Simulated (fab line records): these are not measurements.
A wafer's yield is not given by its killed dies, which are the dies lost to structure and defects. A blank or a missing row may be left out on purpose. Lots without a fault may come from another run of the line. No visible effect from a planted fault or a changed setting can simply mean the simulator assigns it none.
Chamber matching || flow gf180mcu || GF_CONTACT_ETCH_16 on rie_diel-01 has 4 sister chambers
The step etches BARC in N2/H2. 4 wafers are shown with their chamber, then 12 later ones without.

== WAFERS, EACH WITH ITS CHAMBER ==
{"wafer": "L088.6", "chamber": 3, "drypump_motor_current_A (A)": 6.6}
{"wafer": "L090.3", "chamber": 2, "drypump_motor_current_A (A)": 6.0}
{"wafer": "L090.5", "chamber": 0, "drypump_motor_current_A (A)": 6.2}
{"wafer": "L090.6", "chamber": 1, "drypump_motor_current_A (A)": 5.3}

== WAFERS WITHOUT THEIR CHAMBER ==
{"wafer": "L093.1", "drypump_motor_current_A (A)": 6.2}
{"wafer": "L093.3", "drypump_motor_current_A (A)": 6.0}
{"wafer": "L093.5", "drypump_motor_current_A (A)": 6.5}
{"wafer": "L094.1", "drypump_motor_current_A (A)": 6.5}
{"wafer": "L094.4", "drypump_motor_current_A (A)": 5.3}
{"wafer": "L094.6", "drypump_motor_current_A (A)": 5.2}
{"wafer": "L095.1", "drypump_motor_current_A (A)": 6.5}
{"wafer": "L095.4", "drypump_motor_current_A (A)": 5.2}
{"wafer": "L095.6", "drypump_motor_current_A (A)": 5.2}
{"wafer": "L096.1", "drypump_motor_current_A (A)": 5.2}
{"wafer": "L096.4", "drypump_motor_current_A (A)": 6.5}
{"wafer": "L096.5", "drypump_motor_current_A (A)": 5.2}

== WHICH CHAMBER EACH ONE RAN IN ==
{"wafer": "L093.1", "from the rows above": 0, "in truth": 0}
{"wafer": "L093.3", "from the rows above": 2, "in truth": 2}
{"wafer": "L093.5", "from the rows above": 3, "in truth": 3}
{"wafer": "L094.1", "from the rows above": 3, "in truth": 3}
{"wafer": "L094.4", "from the rows above": 1, "in truth": 1}
{"wafer": "L094.6", "from the rows above": 1, "in truth": 1}
{"wafer": "L095.1", "from the rows above": 3, "in truth": 3}
{"wafer": "L095.4", "from the rows above": 1, "in truth": 1}
{"wafer": "L095.6", "from the rows above": 1, "in truth": 1}
{"wafer": "L096.1", "from the rows above": 1, "in truth": 1}
{"wafer": "L096.4", "from the rows above": 3, "in truth": 3}
{"wafer": "L096.5", "from the rows above": 1, "in truth": 1}
Placed correctly: 12 of 12. Can't be placed from these rows: 0. 0 placed wrongly.
How it was worked out, from the rows above alone: a wafer's distance from a chamber is the root of the sum, over the readings, of the square of ((its reading less the chamber's mean) divided by the reading's scatter). The wafer belongs to the nearest chamber; if the next one is less than 2 further off, it can't be placed. The mean given for a chamber averages the wafers shown for that chamber. The scatter: with one shown wafer a chamber, the root of the mean of the squares of how far each hidden wafer lies from its nearest shown one.
